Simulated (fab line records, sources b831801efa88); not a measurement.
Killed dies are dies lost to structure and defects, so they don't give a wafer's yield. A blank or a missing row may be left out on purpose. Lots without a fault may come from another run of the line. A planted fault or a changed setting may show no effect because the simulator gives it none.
Problem report in the 8D (eight disciplines) form, filled by code | flow gf180mcu | the parts of the form that need people (team, actions taken, sign-off) are left out

1. THE PROBLEM
rf_fwd_power_W at GF_POLY_GATE_ETCH_12 reads a mean of 293.6 W on 2 wafers of 2 lots; wafers without a fault read 496.4 W with a standard deviation of 2. That is -99 or more standard deviations from the usual mean.
The step: etches BARC in N2/H2.
First seen on wafer L527.4, day 11 11:16, on rie_diel-01. The record holds 39 wafers of 13 lots with a number at this step. Rule for "out", or "out of limits": more than 4 standard deviations from the usual mean. The other wafers with a number count as sound.

2. WHAT IT IS AND WHAT IT IS NOT
question                    | is                | is not
which readings at this step | rf_fwd_power_W    | drypump_motor_current_A, oes_product_au
which lots                  | L527, L529        | L519, L524, L525, L526, L528, L536, L537, L538, L539, L541, L542
which wafers of those lots  | L527.4, L529.3    | L527.1, L527.2, L529.2, L529.4
read on which tools         | rie_diel-01       | rie_diel-02, rie_diel-03
when                        | from day 11 11:16 | up to then (14 sound wafers); but 23 sound wafers of L528, L529, L536, L537, L538, L539, L541, L542 came after

3. SUSPECTS, AND WHAT RULES EACH OUT
Counting: a tool at a process step up to the reading stays a suspect if it ran every lot that is out. Sound lots after the first of them don't rule it out here, since some wafers of a struck lot are sound.
- rie_diel-01 at GF_POLY_GATE_ETCH_12 (etches BARC in N2/H2): kept. It ran every lot that is out, first L527 (day 11 11:16); its last sound lot up to then is L525 (day 11 03:01). Its own readings are out on those wafers: rf_fwd_power_W.
- Within rie_diel-01 at GF_POLY_GATE_ETCH_12: the wafers that are out ran in chamber 0; their sound lot-mates ran in chambers 1, 2, 3.
Left after counting: rie_diel-01 at GF_POLY_GATE_ETCH_12.

4. THE CAUSE (what the simulator had put in)
Process parameter drift: rie_diel-01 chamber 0, from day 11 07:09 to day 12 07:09, at GF_POLY_GATE_ETCH_12. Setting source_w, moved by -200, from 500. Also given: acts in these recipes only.
Counting left only this tool.

5. THE CHAIN OF EFFECTS, in route order
Each row: a reading whose mean over the struck wafers that have a number lies more than 3 standard deviations from the usual. Only readings for which the record gives a usual standard deviation are gone through. hours: the time from each lot's start at the first step in this table that gives one to its start at this step, as a median over the lots. sigmas: the change in usual standard deviations.
hours | step                    | reading        | usual    | on struck wafers | change | sigmas
0     | GF_POLY_GATE_ETCH_12    | rf_fwd_power_W | 496.4 W  | 293.6            | -202.8 | -99 or more
3     | GF_POLY_GATE_CD_MEAS_18 | cd_nm          | 280.0 nm | 285.1            | +5.1   | +3.4
The process steps in it:
- GF_POLY_GATE_ETCH_12: etches BARC in N2/H2.
Later measuring or inspecting steps at which every struck wafer that the step has a row for has a number for every such reading, and none has moved that far: GF_PSD_TW_MEAS_11, GF_SALICIDE_THK_MEAS_05, GF_V1_RS_MEAS_24.

6. WHAT WOULD HAVE CAUGHT IT SOONER
In this record the first reading out of limits was taken at day 11 11:16, 4 hours after the fault began at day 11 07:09.
